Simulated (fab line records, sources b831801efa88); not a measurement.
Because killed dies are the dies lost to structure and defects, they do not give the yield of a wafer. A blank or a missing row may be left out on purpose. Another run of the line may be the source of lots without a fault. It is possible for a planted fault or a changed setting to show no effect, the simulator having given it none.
Matching of chambers    flow sky130    cmp-01 running SKY_VIA1_CMP_24: 4 sister chambers
The step polishes, stops on SiO2, t overpolish 15 s, target thk 0 nm. 8 wafers are shown with their chamber, then 12 later ones without.

## WAFERS, EACH WITH ITS CHAMBER
wafer   chamber  motor_current_A (A)  time_to_endpoint_s (s)
L080.4  1        9.2                  70
L081.3  0        13.9                 60
L082.4  3        11.2                 65
L083.4  1        9.7                  70
L083.5  3        11.5                 68
L085.1  0        14.5                 68
L085.4  2        11.3                 71
L085.5  2        11.0                 70

## WAFERS WHOSE CHAMBER IS MISSING
wafer   motor_current_A (A)  time_to_endpoint_s (s)
L088.1  10.9                 68
L088.5  11.3                 69
L088.6  13.9                 63
L090.1  11.9                 69
L090.4  14.4                 61
L090.5  14.6                 65
L092.1  11.4                 69
L092.2  9.5                  69
L092.4  13.9                 67
L093.3  10.9                 72
L093.4  9.6                  69
L093.6  9.7                  72

## CHAMBER TAKEN BY EACH
wafer   from the rows above      in truth
L088.1  can't be placed: 2 or 3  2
L088.5  can't be placed: 2 or 3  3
L088.6  0                        0
L090.1  can't be placed: 3 or 2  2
L090.4  0                        0
L090.5  0                        0
L092.1  can't be placed: 3 or 2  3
L092.2  1                        1
L092.4  0                        0
L093.3  can't be placed: 2 or 3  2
L093.4  1                        1
L093.6  1                        1
Placed correctly: 7 of 12. Not placeable from these rows: 5 (in 5, the candidates include the true chamber). 0 placed wrongly.
How it was worked out, from the rows above alone: a wafer's distance from a chamber is the root of the sum, over the readings, of the square of ((its reading less the chamber's mean) divided by the reading's scatter). The wafer belongs to the nearest chamber; if the next one is less than 2 further off, it can't be placed. A chamber's mean is the mean of its shown wafers. How the scatter is found: for the shown wafers, subtract from each reading the mean of its chamber, square and add these, divide the total by (wafers less chambers), then take the root.
